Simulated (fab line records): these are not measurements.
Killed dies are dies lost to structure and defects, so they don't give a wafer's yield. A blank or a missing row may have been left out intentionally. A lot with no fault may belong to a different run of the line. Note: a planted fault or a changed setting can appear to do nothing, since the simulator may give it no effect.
Which tool is to blame? :: flow sky130 :: Sampling: 13 lots, 39 wafers, 4 of 708 route steps

## WHAT THE GAUGES SHOWED, per wafer
SKY_VIA1_RS_MEAS_22: measures by four-point-probe.
lot: L885
measured: day 34 16:22
on: film-metro-01
VIA1_W_RS (ohm/sq): 0.429 0.431 0.431

lot: L887
measured: day 35 13:52
on: film-metro-02
VIA1_W_RS (ohm/sq): 0.427 0.430 0.429

lot: L886
measured: day 35 14:58
on: film-metro-03
VIA1_W_RS (ohm/sq): 0.429 0.431 0.427

lot: L889
measured: day 35 20:23
on: film-metro-02
VIA1_W_RS (ohm/sq): 0.420 0.421 0.417

lot: L891
measured: day 36 08:25
on: film-metro-03
VIA1_W_RS (ohm/sq): 0.425 0.426 0.427

lot: L890
measured: day 36 10:40
on: film-metro-03
VIA1_W_RS (ohm/sq): 0.424 0.421 0.416

lot: L892
measured: day 36 19:20
on: film-metro-03
VIA1_W_RS (ohm/sq): 0.431 0.431 0.431

lot: L893
measured: day 37 04:38
on: film-metro-01
VIA1_W_RS (ohm/sq): 0.426 0.419 0.423

lot: L895
measured: day 37 19:29
on: film-metro-02
VIA1_W_RS (ohm/sq): 0.424 0.420 0.428

lot: L901
measured: day 39 07:13
on: film-metro-02
VIA1_W_RS (ohm/sq): 0.424 0.430 0.427

lot: L900
measured: day 39 07:30
on: film-metro-03
VIA1_W_RS (ohm/sq): 0.424 0.424 0.423

lot: L902
measured: day 39 16:05
on: film-metro-03
VIA1_W_RS (ohm/sq): 0.420 0.418 0.419

lot: L903
measured: day 40 02:02
on: film-metro-03
VIA1_W_RS (ohm/sq): 0.417 0.429 0.423

SKY_VIA1_THK_MEAS_23: measures by xrf.
lot: L885
measured: day 34 16:28
on: film-metro-01
VIA1_W_THK (nm): 271 271 269

lot: L887
measured: day 35 13:58
on: film-metro-02
VIA1_W_THK (nm): 262 262 260

lot: L886
measured: day 35 15:05
on: film-metro-03
VIA1_W_THK (nm): 267 267 268

lot: L889
measured: day 35 20:31
on: film-metro-02
VIA1_W_THK (nm): 268 267 269

lot: L891
measured: day 36 08:32
on: film-metro-03
VIA1_W_THK (nm): 273 272 273

lot: L890
measured: day 36 10:47
on: film-metro-03
VIA1_W_THK (nm): 273 275 277

lot: L892
measured: day 36 19:27
on: film-metro-03
VIA1_W_THK (nm): 268 268 267

lot: L893
measured: day 37 04:46
on: film-metro-01
VIA1_W_THK (nm): 271 275 274

lot: L895
measured: day 37 19:35
on: film-metro-02
VIA1_W_THK (nm): 267 269 264

lot: L901
measured: day 39 07:19
on: film-metro-02
VIA1_W_THK (nm): 268 264 267

lot: L900
measured: day 39 07:37
on: film-metro-03
VIA1_W_THK (nm): 272 272 272

lot: L902
measured: day 39 16:13
on: film-metro-03
VIA1_W_THK (nm): 275 276 276

lot: L903
measured: day 40 02:08
on: film-metro-03
VIA1_W_THK (nm): 277 271 274

SKY_PAD_OPEN_BOW_MEAS_13.
lot: L885
measured: day 46 09:04
on: film-metro-03
PAD_OPEN_BOW (um): 33 42 32

lot: L887
measured: day 47 00:57
on: film-metro-02
PAD_OPEN_BOW (um): 53 54 51

lot: L886
measured: day 47 02:39
on: film-metro-02
PAD_OPEN_BOW (um): 56 46 53

lot: L889
measured: day 47 06:00
on: film-metro-04
PAD_OPEN_BOW (um): 48 49 50

lot: L891
measured: day 47 14:49
on: film-metro-02
PAD_OPEN_BOW (um): 47 34 37

lot: L890
measured: day 47 16:49
on: film-metro-04
PAD_OPEN_BOW (um): 57 55 48

lot: L892
measured: day 47 23:03
on: film-metro-03
PAD_OPEN_BOW (um): 39 39 35

lot: L893
measured: day 48 07:14
on: film-metro-03
PAD_OPEN_BOW (um): 49 37 49

lot: L895
measured: day 48 17:07
on: film-metro-04
PAD_OPEN_BOW (um): 49 47 44

lot: L901
measured: day 49 18:49
on: film-metro-03
PAD_OPEN_BOW (um): 29 44 20

lot: L900
measured: day 49 20:53
on: film-metro-02
PAD_OPEN_BOW (um): 51 47 56

lot: L902
measured: day 50 01:14
on: film-metro-03
PAD_OPEN_BOW (um): 25 35 29

lot: L903
measured: day 50 06:15
on: film-metro-03
PAD_OPEN_BOW (um): 56 55 47

## WHICH TOOL RAN EACH LOT (tool, then ch and the chambers of the sampled wafers, then the start)
lot: L885
SKY_VIA4_SPUTTER_17: pvd-sputter-04, day 43 11:39

lot: L887
SKY_VIA4_SPUTTER_17: pvd-sputter-04, day 44 04:53

lot: L886
SKY_VIA4_SPUTTER_17: pvd-sputter-01, day 44 06:59

lot: L889
SKY_VIA4_SPUTTER_17: pvd-sputter-03, day 44 10:25

lot: L891
SKY_VIA4_SPUTTER_17: pvd-sputter-04, day 44 19:59

lot: L890
SKY_VIA4_SPUTTER_17: pvd-sputter-01, day 44 22:17

lot: L892
SKY_VIA4_SPUTTER_17: pvd-sputter-01, day 45 05:28

lot: L893
SKY_VIA4_SPUTTER_17: pvd-sputter-01, day 45 13:26

lot: L895
SKY_VIA4_SPUTTER_17: pvd-sputter-01, day 46 01:31

lot: L901
SKY_VIA4_SPUTTER_17: pvd-sputter-03, day 47 07:39

lot: L900
SKY_VIA4_SPUTTER_17: pvd-sputter-01, day 47 08:33

lot: L902
SKY_VIA4_SPUTTER_17: pvd-sputter-04, day 47 13:39

lot: L903
SKY_VIA4_SPUTTER_17: pvd-sputter-04, day 47 20:12
- SKY_VIA4_SPUTTER_17: material TiN, target thk 20 nm, time 80 s.

## AS READ BY THE TOOLS THEMSELVES (means over the sampled wafers that have a number; for cases with no such wafer, the mark the record gives instead)
SKY_VIA4_SPUTTER_17.
lot: L885
tool: pvd-sputter-04
throttle-valve-pct (%): 31.3

lot: L887
tool: pvd-sputter-04
throttle-valve-pct (%): 31.3

lot: L886
tool: pvd-sputter-01
throttle-valve-pct (%): 29.6

lot: L889
tool: pvd-sputter-03
throttle-valve-pct (%): 31.2

lot: L891
tool: pvd-sputter-04
throttle-valve-pct (%): 30.3

lot: L890
tool: pvd-sputter-01
throttle-valve-pct (%): 30.4

lot: L892
tool: pvd-sputter-01
throttle-valve-pct (%): 29.7

lot: L893
tool: pvd-sputter-01
throttle-valve-pct (%): 29.6

lot: L895
tool: pvd-sputter-01
throttle-valve-pct (%): 29.4

lot: L901
tool: pvd-sputter-03
throttle-valve-pct (%): 30.8

lot: L900
tool: pvd-sputter-01
throttle-valve-pct (%): 29.1

lot: L902
tool: pvd-sputter-04
throttle-valve-pct (%): 31.3

lot: L903
tool: pvd-sputter-04
throttle-valve-pct (%): 30.4

## THE ANSWER, worked out from the rows above alone
Rule: usual is defined by the lots themselves. Put in order of their means at a reading, lots are off if they are a third of the lots or fewer, leave a main group of 4 or more, and stand apart from it by a gap of 3 or more times the standard deviation of the main group's means; of several such gaps the widest counts. A main group whose means are all the same, to the digits that the tables above print for the reading, isn't used. Also off: a lot with no number at a reading for which 4 or more lots have one. The other lots that the step has rows for count as sound. First the gauges in route order, then the tools' own readings, where a lot's mean is used as printed above. The first step at which some lot is off is used, and at that step the reading that is off furthest; a lot without a number counts as furthest.
No lot is off on any of the readings shown, so nothing can be concluded from this.

## WHAT WAS PUT IN BY THE SIMULATOR
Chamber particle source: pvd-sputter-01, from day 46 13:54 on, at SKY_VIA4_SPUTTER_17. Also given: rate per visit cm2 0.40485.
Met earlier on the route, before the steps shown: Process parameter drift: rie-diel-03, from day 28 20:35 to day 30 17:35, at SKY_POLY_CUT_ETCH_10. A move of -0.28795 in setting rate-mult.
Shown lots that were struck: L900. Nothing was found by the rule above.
